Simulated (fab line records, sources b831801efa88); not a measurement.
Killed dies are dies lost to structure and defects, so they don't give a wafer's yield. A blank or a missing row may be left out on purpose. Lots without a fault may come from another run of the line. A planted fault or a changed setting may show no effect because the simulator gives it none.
Problem report in the 8D (eight disciplines) form, filled by code | flow gf180mcu | the parts of the form that need people (team, actions taken, sign-off) are left out

1. THE PROBLEM
rf_fwd_power_W at GF_SAB_ETCH_11 reads a mean of 1712 W on 6 wafers of 2 lots; wafers without a fault read 1472 W with a standard deviation of 7.4. That is +32 standard deviations from the usual mean.
The step: etches SiO2 in C4F8/O2/Ar, target depth 55 nm, time 8.5 s.
First seen on wafer L262.2, day 19 16:40, on rie_diel-02. The record holds 18 wafers of 6 lots with a number at this step. Rule for "out", or "out of limits": more than 4 standard deviations from the usual mean. The other wafers with a number count as sound.

2. WHAT IT IS AND WHAT IT IS NOT
question                    | is                     | is not
which readings at this step | rf_fwd_power_W         | -
which lots                  | L262, L264             | L253, L257, L270, L272
which wafers of those lots  | all that have a number | -
read on which tools         | rie_diel-02            | rie_diel-01, rie_diel-04
when                        | from day 19 16:40      | up to then (6 sound wafers); but 6 sound wafers of L270, L272 came after

3. SUSPECTS, AND WHAT RULES EACH OUT
Counting: a tool at a process step up to the reading stays a suspect if it ran every lot that is out and no sound lot after the first of them.
- rie_diel-02 at GF_SAB_ETCH_11 (etches SiO2 in C4F8/O2/Ar, target depth 55 nm, time 8.5 s): kept. It ran every lot that is out, first L262 (day 19 16:40), and no sound lot after that; its last sound lot up to then is L257 (day 17 18:07). Its own readings are out on those wafers: rf_fwd_power_W.
Left after counting: rie_diel-02 at GF_SAB_ETCH_11.

4. THE CAUSE (what the simulator had put in)
Process parameter drift: rie_diel-02, from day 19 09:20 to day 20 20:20, at GF_SAB_ETCH_11. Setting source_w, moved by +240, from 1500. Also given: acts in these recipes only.
Counting left only this tool.

5. THE CHAIN OF EFFECTS, in route order
Each row: a reading whose mean over the struck wafers that have a number lies more than 3 standard deviations from the usual. Only readings for which the record gives a usual standard deviation are gone through. hours: the time from each lot's start at the first step in this table that gives one to its start at this step, as a median over the lots. sigmas: the change in usual standard deviations.
hours | step           | reading        | usual  | on struck wafers | change | sigmas
0     | GF_SAB_ETCH_11 | rf_fwd_power_W | 1472 W | 1712             | +240   | +32
The process steps in it:
- GF_SAB_ETCH_11: etches SiO2 in C4F8/O2/Ar, target depth 55 nm, time 8.5 s.

6. WHAT WOULD HAVE CAUGHT IT SOONER
In this record the first reading out of limits was taken at day 19 16:40, 7 hours after the fault began at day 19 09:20.
